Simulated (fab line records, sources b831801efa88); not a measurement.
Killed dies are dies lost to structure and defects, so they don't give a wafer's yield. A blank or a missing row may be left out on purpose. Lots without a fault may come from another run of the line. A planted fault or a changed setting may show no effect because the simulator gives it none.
Which tool did it? | flow gf180mcu | 24 lots, 72 wafers sampled, at 6 steps of a route of 602

WHAT THE GAUGES READ, wafer by wafer
GF_SALICIDE_RS_MEAS_04: measures by four-point-probe. Usual: SALICIDE_TIN_RS 16.38 ohm/sq, standard deviation 0.22.
lot  | measured     | on            | SALICIDE_TIN_RS (ohm/sq) | flag
L074 | day 15 02:05 | film_metro-04 | 16.18 16.52 16.63        |
L075 | day 15 09:55 | film_metro-03 | 16.70 16.64 16.69        |
L076 | day 15 13:04 | film_metro-04 | 15.96 16.01 16.03        |
L077 | day 16 06:31 | film_metro-01 | 16.13 16.37 16.09        |
L078 | day 16 15:31 | film_metro-01 | 16.78 16.69 16.58        |
L079 | day 17 04:55 | film_metro-01 | 16.51 16.14 16.23        |
L080 | day 17 08:20 | film_metro-03 | 16.46 16.49 16.09        |
L081 | day 17 14:02 | film_metro-03 | 16.27 16.38 16.15        |
L082 | day 18 03:29 | film_metro-01 | 16.52 16.62 16.12        |
L083 | day 18 16:22 | film_metro-01 | 16.21 16.09 15.97        |
L084 | day 18 19:46 | film_metro-04 | 16.42 16.41 16.16        |
L085 | day 19 00:13 | film_metro-03 | 16.60 16.55 16.76        |
L086 | day 19 12:29 | film_metro-03 | 16.69 16.32 16.64        |
L087 | day 19 21:52 | film_metro-04 | 16.11 16.15 16.42        |
L088 | day 20 04:02 | film_metro-01 | 16.27 16.20 16.56        |
L089 | day 20 18:26 | film_metro-04 | 16.26 16.38 16.48        |
L090 | day 20 23:47 | film_metro-03 | 16.45 16.34 16.33        |
L091 | day 21 06:00 | film_metro-03 | 16.45 16.43 16.21        |
L092 | day 21 12:32 | film_metro-04 | 15.97 15.89 16.14        |
L093 | day 21 22:09 | film_metro-04 | 16.40 16.47 16.15        |
L094 | day 22 02:43 | film_metro-04 | 16.49 16.28 16.59        |
L095 | day 22 15:24 | film_metro-01 | 16.61 16.50 16.65        |
L096 | day 22 20:23 | film_metro-04 | 16.41 16.50 16.55        |
L097 | day 23 06:44 | film_metro-03 | 16.49 16.61 16.40        |

GF_SALICIDE_THK_MEAS_05: measures by xrf. Usual: SALICIDE_TIN_THK 19.82 nm, standard deviation 0.21.
lot  | measured     | on            | SALICIDE_TIN_THK (nm) | flag
L074 | day 15 02:11 | film_metro-04 | 19.72 20.03 19.89     |
L075 | day 15 10:02 | film_metro-03 | 19.62 19.55 19.68     |
L076 | day 15 13:11 | film_metro-04 | 20.11 20.06 19.88     |
L077 | day 16 06:38 | film_metro-01 | 20.03 20.00 20.10     |
L078 | day 16 15:37 | film_metro-01 | 19.44 19.53 19.81     |
L079 | day 17 05:00 | film_metro-01 | 19.72 19.95 19.68     |
L080 | day 17 08:27 | film_metro-03 | 19.52 19.54 19.79     |
L081 | day 17 14:09 | film_metro-03 | 19.56 19.81 19.84     |
L082 | day 18 03:37 | film_metro-01 | 19.68 19.77 19.93     |
L083 | day 18 16:28 | film_metro-01 | 19.68 19.78 19.72     |
L084 | day 18 19:53 | film_metro-04 | 20.01 20.11 19.96     |
L085 | day 19 00:19 | film_metro-03 | 19.87 19.87 19.79     |
L086 | day 19 12:35 | film_metro-03 | 19.97 20.21 19.85     |
L087 | day 19 21:59 | film_metro-04 | 20.17 20.10 19.91     |
L088 | day 20 04:08 | film_metro-01 | 19.12 19.44 19.34     |
L089 | day 20 18:34 | film_metro-04 | 19.82 19.91 19.98     |
L090 | day 20 23:53 | film_metro-03 | 19.94 19.99 20.01     |
L091 | day 21 06:07 | film_metro-03 | 19.85 19.77 19.83     |
L092 | day 21 12:39 | film_metro-04 | 19.77 19.94 19.77     |
L093 | day 21 22:14 | film_metro-04 | 19.93 19.78 19.85     |
L094 | day 22 02:49 | film_metro-04 | 19.84 19.47 19.65     |
L095 | day 22 15:31 | film_metro-01 | 20.28 20.21 19.98     |
L096 | day 22 20:31 | film_metro-04 | 19.83 19.80 19.63     |
L097 | day 23 06:50 | film_metro-03 | 19.85 19.93 19.75     |

GF_TOP_METAL_RS_MEAS_05: measures by four-point-probe. Usual: TOP_METAL_ALCU_RS 0.0328 ohm/sq, standard deviation 0.00036.
lot  | measured     | on            | TOP_METAL_ALCU_RS (ohm/sq) | flag
L074 | day 27 05:00 | film_metro-04 | 0.0326 0.0326 0.0324       |
L075 | day 27 14:28 | film_metro-01 | 0.0326 0.0330 0.0327       |
L076 | day 27 15:20 | film_metro-04 | 0.0328 0.0330 0.0333       |
L077 | day 28 05:41 | film_metro-04 | 0.0331 0.0334 0.0336       |
L078 | day 28 15:55 | film_metro-01 | 0.0327 0.0327 0.0327       |
L079 | day 29 02:48 | film_metro-01 | 0.0324 0.0326 0.0329       |
L080 | day 29 05:49 | film_metro-01 | 0.0332 0.0332 0.0334       |
L081 | day 29 11:17 | film_metro-01 | 0.0325 0.0325 0.0325       |
L082 | day 29 19:47 | film_metro-01 | 0.0332 0.0332 0.0332       |
L083 | day 30 07:43 | film_metro-01 | 0.0329 0.0330 0.0331       |
L084 | day 30 10:05 | film_metro-04 | 0.0337 0.0338 0.0336       |
L085 | day 30 12:11 | film_metro-04 | 0.0327 0.0325 0.0326       |
L086 | day 30 23:13 | film_metro-03 | 0.0332 0.0330 0.0330       |
L087 | day 31 06:11 | film_metro-04 | 0.0327 0.0328 0.0330       |
L088 | day 31 10:07 | film_metro-01 | 0.0336 0.0331 0.0332       |
L089 | day 32 16:07 | film_metro-03 | 0.0330 0.0330 0.0330       |
L090 | day 32 00:43 | film_metro-03 | 0.0328 0.0328 0.0326       |
L091 | day 32 06:04 | film_metro-03 | 0.0322 0.0323 0.0324       |
L092 | day 32 10:40 | film_metro-03 | 0.0331 0.0330 0.0328       |
L093 | day 32 16:31 | film_metro-03 | 0.0324 0.0326 0.0325       |
L094 | day 32 20:42 | film_metro-03 | 0.0326 0.0327 0.0326       |
L095 | day 33 05:53 | film_metro-03 | 0.0323 0.0322 0.0324       |
L096 | day 33 09:33 | film_metro-01 | 0.0327 0.0327 0.0327       |
L097 | day 33 14:00 | film_metro-03 | 0.0329 0.0328 0.0328       |

WHICH TOOL RAN EACH LOT (tool, then ch and the chambers of the sampled wafers, then the start)
lot  | GF_CONTACT_ETCH_16                 | GF_V2_CVD_02                    | GF_V4_CVD_23
L074 | rie_diel-01 ch 2,3, day 15 23:50   | pecvd-02 ch 1,2, day 19 02:23   | cvd_w-01 ch 0,1, day 24 07:45
L075 | rie_diel-02 ch 0,1,3, day 16 08:41 | pecvd-02 ch 0,1,2, day 19 13:15 | cvd_w-02 ch 0,1, day 24 18:46
L076 | rie_diel-03 ch 1,2,3, day 16 12:02 | pecvd-02 ch 1,2, day 19 16:44   | cvd_w-01 ch 0,1, day 24 19:50
L077 | rie_diel-03 ch 1,2, day 17 06:35   | pecvd-03 ch 0,1,2, day 20 11:37 | cvd_w-02 ch 0, day 25 12:15
L078 | rie_diel-03 ch 1,2, day 17 15:44   | pecvd-02 ch 1,2, day 20 21:58   | cvd_w-02 ch 0,1, day 25 22:30
L079 | rie_diel-01 ch 0,1, day 18 05:38   | pecvd-03 ch 0,1,2, day 21 11:46 | cvd_w-01 ch 0,1, day 26 10:38
L080 | rie_diel-01 ch 0,1,3, day 18 08:29 | pecvd-03 ch 0,1, day 21 14:49   | cvd_w-02 ch 0,1, day 26 14:00
L081 | rie_diel-02 ch 0,2,3, day 18 14:59 | pecvd-03 ch 0,1, day 21 21:07   | cvd_w-01 ch 0,1, day 26 19:15
L082 | rie_diel-02 ch 0,1, day 19 05:35   | pecvd-02 ch 1,2, day 22 11:10   | cvd_w-01 ch 0,1, day 27 05:48
L083 | rie_diel-01 ch 0,2,3, day 19 17:41 | pecvd-03 ch 0,1,2, day 22 22:23 | cvd_w-01 ch 0,1, day 27 18:29
L084 | rie_diel-01 ch 0,2,3, day 19 21:08 | pecvd-02 ch 0,2, day 23 01:27   | cvd_w-01 ch 0,1, day 27 20:26
L085 | rie_diel-03 ch 0,1,2, day 20 01:14 | pecvd-02 ch 0,1, day 23 05:34   | cvd_w-01 ch 0,1, day 27 22:20
L086 | rie_diel-02 ch 0,3, day 20 13:44   | pecvd-01 ch 0,1,2, day 23 17:59 | cvd_w-02 ch 0,1, day 28 10:25
L087 | rie_diel-01 ch 0,1,3, day 20 23:38 | pecvd-01 ch 0,1,2, day 24 03:08 | cvd_w-02 ch 0,1, day 28 19:02
L088 | rie_diel-02 ch 0,1,3, day 21 05:20 | pecvd-02 ch 1,2, day 24 07:50   | cvd_w-02 ch 0,1, day 28 22:55
L089 | rie_diel-03 ch 1,2, day 21 19:26   | pecvd-01 ch 1,2, day 24 21:46   | cvd_w-01 ch 0,1, day 29 09:45
L090 | rie_diel-03 ch 0,1, day 22 00:32   | pecvd-03 ch 1,2, day 25 02:05   | cvd_w-01 ch 1, day 29 14:33
L091 | rie_diel-03 ch 2,3, day 22 06:50   | pecvd-01 ch 0,1,2, day 25 08:01 | cvd_w-02 ch 0,1, day 29 20:12
L092 | rie_diel-01 ch 0,1,3, day 22 13:29 | pecvd-01 ch 0,1,2, day 25 13:32 | cvd_w-02 ch 0,1, day 30 01:54
L093 | rie_diel-02 ch 0,2,3, day 22 22:37 | pecvd-01 ch 0,1,2, day 25 21:50 | cvd_w-02 ch 0,1, day 30 07:37
L094 | rie_diel-02 ch 0,2,3, day 23 03:44 | pecvd-01 ch 1,2, day 26 02:18   | cvd_w-01 ch 0,1, day 30 12:39
L095 | rie_diel-01 ch 2,3, day 23 15:14   | pecvd-02 ch 1,2, day 26 14:44   | cvd_w-02 ch 0, day 30 21:53
L096 | rie_diel-02 ch 0,1,3, day 23 20:59 | pecvd-02 ch 0,1,2, day 26 18:46 | cvd_w-01 ch 0,1, day 31 02:59
L097 | rie_diel-01 ch 0,1, day 24 06:32   | pecvd-01 ch 0,1,2, day 27 02:43 | cvd_w-02 ch 0,1, day 31 08:35
- GF_CONTACT_ETCH_16: etches BARC in N2/H2.
- GF_V2_CVD_02: deposits SiO2 from TEOS, target thk 850 nm, time 94.851 s.
- GF_V4_CVD_23: deposits W, target thk 350 nm, time 104.9 s.

WHAT THE TOOLS THEMSELVES READ (means of the sampled wafers that have a number; where no wafer has one, the mark that the record gives instead)
GF_CONTACT_ETCH_16. Usual: drypump_motor_current_A 5.9 A, standard deviation 0.4; oes_product_au 0.854 a.u., standard deviation 0.004; rf_fwd_power_W 494.8 W, standard deviation 2; throttle_valve_pct 13.226 %, standard deviation 0.0083.
lot  | tool        | drypump_motor_current_A (A) | oes_product_au (a.u.) | rf_fwd_power_W (W) | throttle_valve_pct (%) | flag
L074 | rie_diel-01 | 6.2                         | 0.858                 | 494.4              | 13.229                 |
L075 | rie_diel-02 | 5.9                         | 0.856                 | 495.4              | 13.226                 |
L076 | rie_diel-03 | 5.7                         | 0.855                 | 494.8              | 13.225                 |
L077 | rie_diel-03 | 5.8                         | 0.855                 | 494.8              | 13.221                 |
L078 | rie_diel-03 | 5.9                         | 0.851                 | 494.7              | 13.227                 |
L079 | rie_diel-01 | 6.0                         | 0.855                 | 492.4              | 13.226                 |
L080 | rie_diel-01 | 6.0                         | 0.854                 | 494.4              | 13.232                 |
L081 | rie_diel-02 | 6.2                         | 0.851                 | 494.3              | 13.233                 |
L082 | rie_diel-02 | 5.7                         | 0.856                 | 493.7              | 13.227                 |
L083 | rie_diel-01 | 6.1                         | 0.856                 | 493.5              | 13.222                 |
L084 | rie_diel-01 | 6.1                         | 0.857                 | 494.9              | 13.220                 |
L085 | rie_diel-03 | 5.8                         | 0.856                 | 495.7              | 13.229                 |
L086 | rie_diel-02 | 5.9                         | 0.851                 | 495.5              | 13.211                 |
L087 | rie_diel-01 | 6.0                         | 0.855                 | 494.8              | 13.230                 |
L088 | rie_diel-02 | 5.9                         | 0.856                 | 494.8              | 13.221                 |
L089 | rie_diel-03 | 5.8                         | 0.853                 | 494.4              | 13.218                 |
L090 | rie_diel-03 | 5.4                         | 0.855                 | 493.2              | 13.224                 |
L091 | rie_diel-03 | 5.9                         | 0.856                 | 495.3              | 13.220                 |
L092 | rie_diel-01 | 6.0                         | 0.853                 | 493.6              | 13.225                 |
L093 | rie_diel-02 | 6.2                         | 0.855                 | 495.6              | 13.230                 |
L094 | rie_diel-02 | 6.2                         | 0.853                 | 496.3              | 13.236                 |
L095 | rie_diel-01 | 6.2                         | 0.855                 | 495.8              | 13.229                 |
L096 | rie_diel-02 | 5.9                         | 0.856                 | 495.8              | 13.222                 |
L097 | rie_diel-01 | 6.0                         | 0.847                 | 495.0              | 13.227                 |

GF_V2_CVD_02. Usual: heater_power_w 662 W, standard deviation 85; rf_fwd_power_W 596.4 W, standard deviation 2.1.
lot  | tool     | heater_power_w (W) | rf_fwd_power_W (W) | flag
L074 | pecvd-02 | 601                | 596.5              |
L075 | pecvd-02 | 655                | 600.1              |
L076 | pecvd-02 | 634                | 598.6              |
L077 | pecvd-03 | 631                | 596.0              |
L078 | pecvd-02 | 564                | 595.3              |
L079 | pecvd-03 | 639                | 595.6              |
L080 | pecvd-03 | 660                | 594.4              |
L081 | pecvd-03 | 649                | 597.1              |
L082 | pecvd-02 | 676                | 597.3              |
L083 | pecvd-03 | 671                | 596.3              |
L084 | pecvd-02 | 615                | 598.7              |
L085 | pecvd-02 | 635                | 598.5              |
L086 | pecvd-01 | 686                | 596.7              |
L087 | pecvd-01 | 705                | 593.1              |
L088 | pecvd-02 | 602                | 595.3              |
L089 | pecvd-01 | 739                | 596.7              |
L090 | pecvd-03 | 607                | 596.1              |
L091 | pecvd-01 | 761                | 595.7              |
L092 | pecvd-01 | 757                | 596.5              |
L093 | pecvd-01 | 710                | 595.1              |
L094 | pecvd-01 | 709                | 595.9              |
L095 | pecvd-02 | 638                | 595.5              |
L096 | pecvd-02 | 622                | 597.4              |
L097 | pecvd-01 | 756                | 596.8              |

GF_V4_CVD_23. Usual: heater_power_w 852 W, standard deviation 35.
lot  | tool     | heater_power_w (W) | flag
L074 | cvd_w-01 | 856                |
L075 | cvd_w-02 | 826                |
L076 | cvd_w-01 | 840                |
L077 | cvd_w-02 | 905                |
L078 | cvd_w-02 | 844                |
L079 | cvd_w-01 | 853                |
L080 | cvd_w-02 | 841                |
L081 | cvd_w-01 | 850                |
L082 | cvd_w-01 | 833                |
L083 | cvd_w-01 | 856                |
L084 | cvd_w-01 | 840                |
L085 | cvd_w-01 | 846                |
L086 | cvd_w-02 | 873                |
L087 | cvd_w-02 | 862                |
L088 | cvd_w-02 | 874                |
L089 | cvd_w-01 | 842                |
L090 | cvd_w-01 | 844                |
L091 | cvd_w-02 | 850                |
L092 | cvd_w-02 | 847                |
L093 | cvd_w-02 | 833                |
L094 | cvd_w-01 | 850                |
L095 | cvd_w-02 | 903                |
L096 | cvd_w-01 | 853                |
L097 | cvd_w-02 | 861                |

THE ANSWER, worked out from the rows above alone
Rule: a lot is off if the mean of its wafers that have a number lies more than 3 standard deviations from the usual mean. A lot without any number at a reading at which 4 lots or more have one is off too. The other lots that the step has rows for count as sound. The gauges are gone through in route order, then the tools' own readings, and for those a lot's mean is taken as printed above. The first step at which some lot is off is used, and at that step the reading that is off furthest; a lot without a number counts as furthest.
No lot is off at any reading shown: from this, nothing can be told.

WHAT THE SIMULATOR HAD PUT IN
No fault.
